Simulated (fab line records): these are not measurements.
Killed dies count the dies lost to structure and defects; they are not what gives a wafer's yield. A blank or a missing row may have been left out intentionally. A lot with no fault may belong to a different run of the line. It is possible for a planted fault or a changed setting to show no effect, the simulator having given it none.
A lot that was struck, set against a sound lot    flow sky130    37 steps out of a route of 708
Sound: these wafers, L453.1, L453.3, L453.5. The struck wafers were L458.2, L458.5, L458.6. The cause is given at the end.
Order at every step that has rows: each side's tool, ch and its chambers, its first start. Under that, the readings that differ: sound wafers    struck wafers    difference of the means    sigmas: that difference in standard deviations of wafers without a fault.
alike: words and numbers the same on both sides, and readings whose means are apart by under 2 such deviations; not compared: readings that were withheld, readings missing a value for some wafer, numbers with overlapping values and no deviation given by the record, and bounds like >300 which may hide the same value.
The two part at a step that has a row with sigmas, a row that says differs or no value, or rows on one side only. Numbers that don't overlap but have no deviation are shown without sigmas and don't part them. A reading that every wafer of one side lacks parts them only if that side has two wafers or more.

first, 10 steps without rows for these wafers: SKY_LDD_LDN_SOFTBAKE_03 (time 60 s); SKY_LDD_LDN_EXPOSE_04 (exposes mask LDNTM, target cd 700 nm); SKY_LDD_LDN_PEB_05; SKY_LDD_LDN_DEVELOP_06 (develop time 60 s); SKY_LDD_LDN_IMPLANT_08; SKY_LDD_LDN_IMPLANT_09; SKY_LDD_LDN_IMPLANT_10; SKY_LDD_LDN_IMPLANT_11; SKY_LDD_LDN_STRIP_12 (strips in O2/N2); SKY_LDD_LDN_CLEAN_14 (cleans in SC1/SC2, time 150 s).
SKY_SPACER_CVD_00: deposits Si3N4 from DCS/NH3, target thk 43.1 nm, time 740 s.
  sound on lpcvd-02 ch 1, day 24 12:41; struck on lpcvd-02 ch 0, day 26 04:05
reading                                   sound              struck             difference  sigmas
spike-tc-bottom-C (C)                     795.1 795.0 794.4  780.8 779.7 778.9  -15.0       -10
spike-tc-centre-C (C)                     770.9 769.3 770.7  756.2 758.0 756.1  -13.5       -10
spike-tc-lower-C (C)                      769.9 771.0 769.7  757.7 759.1 758.3  -11.8       -8
spike-tc-upper-C (C)                      770.6 770.8 769.5  756.2 757.3 757.3  -13.4       -12
susceptor-temp-C (C)                      770.1 770.0 770.2  755.9 756.4 755.9  -14.0       -37
zone-power-top-pct (%)                    27.3 27.1 27.6     24.8 25.5 25.3     -2.1        -3
model.Si3N4_of_SPACER_CVD_00.thk-nm (nm)  43.48 43.57 43.15  33.17 32.92 33.3   -10.27      
  alike: pressure-mtorr, spike-tc-top-C
SKY_SPACER_THK_MEAS_01:
  struck on film-metro-01, day 26 05:18; sound on film-metro-02, day 24 13:53
reading                 sound           struck          difference  sigmas
SPACER_CVD_00_THK (nm)  43.5 43.6 43.2  33.2 32.9 33.3  -10.3       -26
SKY_SPACER_ETCHBACK_02: etches Si3N4 in CH3F/O2, stops on SiO2, time 46.7 s, target depth 45 nm.
  sound on rie-diel-04 ch 0,1, day 24 13:57; struck on rie-diel-03 ch 0,3, day 26 05:21
reading                   sound                 struck                difference  sigmas
oes-product-au (a.u.)     0.860 0.862 0.850     0.747 0.745 0.742     -0.113      -17
throttle-valve-pct (%)    10.556 10.560 10.580  10.552 10.538 10.543  -0.021      -2
model.etch.depth-nm (nm)  43.48 43.57 43.15     33.17 32.92 33.3      -10.27      
  alike: drypump-motor-current-A, rf-fwd-power-W
  not compared: rf-hours-counter-h
then, 22 steps without rows for these wafers: SKY_POLY_CUT_DEHYDRATE_00 (time 60 s); SKY_POLY_CUT_HMDS_01 (prime time 60 s); SKY_POLY_CUT_COAT_02 (resist thk 60 nm); SKY_POLY_CUT_COAT_03 (resist thk 450 nm); SKY_POLY_CUT_SOFTBAKE_04 (time 90 s); SKY_POLY_CUT_EXPOSE_05 (exposes mask NPCM, target cd 270 nm); SKY_POLY_CUT_PEB_06; SKY_POLY_CUT_DEVELOP_07 (develop time 60 s); SKY_POLY_CUT_ETCH_10 (etches BARC in N2/H2, stops on SiO2, time 45.9 s, target depth 60 nm); SKY_POLY_CUT_ETCH_11 (etches Si3N4 in CF4/CH2F2/Ar, stops on poly-Si, time 42.5 s, target depth 60 nm); SKY_POLY_CUT_STRIP_12 (strips in O2/N2); SKY_SD_P_DEHYDRATE_00 (time 60 s); SKY_SD_P_HMDS_01 (prime time 60 s); SKY_SD_P_COAT_02 (resist thk 1140 nm); SKY_SD_P_SOFTBAKE_03 (time 60 s); SKY_SD_P_EXPOSE_04 (exposes mask PSDM, target cd 380 nm); SKY_SD_P_PEB_05; SKY_SD_P_DEVELOP_06 (develop time 60 s); SKY_SD_P_IMPLANT_09; SKY_SD_P_STRIP_10 (strips in O2/N2); SKY_RES_XHIGH_DEHYDRATE_00 (time 60 s); SKY_RES_XHIGH_HMDS_01 (prime time 60 s).
-- the record jumps here: 5 days lie between the struck wafers' starts before and after (it left off in module RES_XHIGH and takes up again in module SALICIDE, whose first step shown is number 361 of the route) --
SKY_SALICIDE_CLEAN_00: cleans in HF-last, time 30 s.
  sound on wet-bench-04 ch 3, day 29 10:46; struck on wet-bench-01 ch 2, day 31 01:47
reading                                   sound             struck            difference  sigmas
model.Si3N4_of_SPACER_CVD_00.thk-nm (nm)  42.52 42.6 42.18  32.18 31.94 32.3  -10.29      
-- the record jumps here: 17 days lie between the struck wafers' starts before and after (it left off in module SALICIDE and takes up again in module PAD_OPEN, whose first step shown is number 708 of the route) --
SKY_PAD_OPEN_PROBE_99:
  struck on prober-02, day 48 03:26; sound on prober-01, day 46 22:29
reading                                  sound              struck             difference  sigmas
model.etest.pfet_01v8.r-on-ohm-um        2884 3038 2979     2491 2593 2492     -442        
model.etest.nfet-g5v0d10v5.r-on-ohm-um   1912 1938 1949     1833 1838 1845     -94         
model.etest.sonos-uncharged.r-on-ohm-um  805.2 817.4 812.6  747 764.3 751.4    -58         
model.etest.pfet_01v8.drive-ua-um        194.3 183.6 186.2  233.1 222.8 232.3  +41.4       
model.etest.sram-pfet-latch.drive-ua-um  147.8 138.6 139.9  177.2 166.7 171.4  +29.7       
model.etest.pfet_01v8_hvt.drive-ua-um    145.3 137 140.3    176.8 167.5 173.4  +31.7       
model.etest.pfet_01v8_mvt.drive-ua-um    153.5 146.7 148.4  170.9 165.1 170.4  +19.3       
  alike: killed_at_M0_to_M3, killed_at_M4_up, killed-at-contacts, killed-at-front-end, killed-at-other, killed-dies, killed-open, killed-short
  not compared: model.etest.nfet_01v8_lvt.drive-ua-um

== WHERE THEY PART ==
Last at SKY_SPACER_ETCHBACK_02 as far as this record goes, first at SKY_SPACER_CVD_00. Later steps at which nothing parts them and some readings are alike: SKY_PAD_OPEN_PROBE_99.

WHY: whatever the simulator had introduced
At SKY_SPACER_CVD_00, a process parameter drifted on lpcvd-02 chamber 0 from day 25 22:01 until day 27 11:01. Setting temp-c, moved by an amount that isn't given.
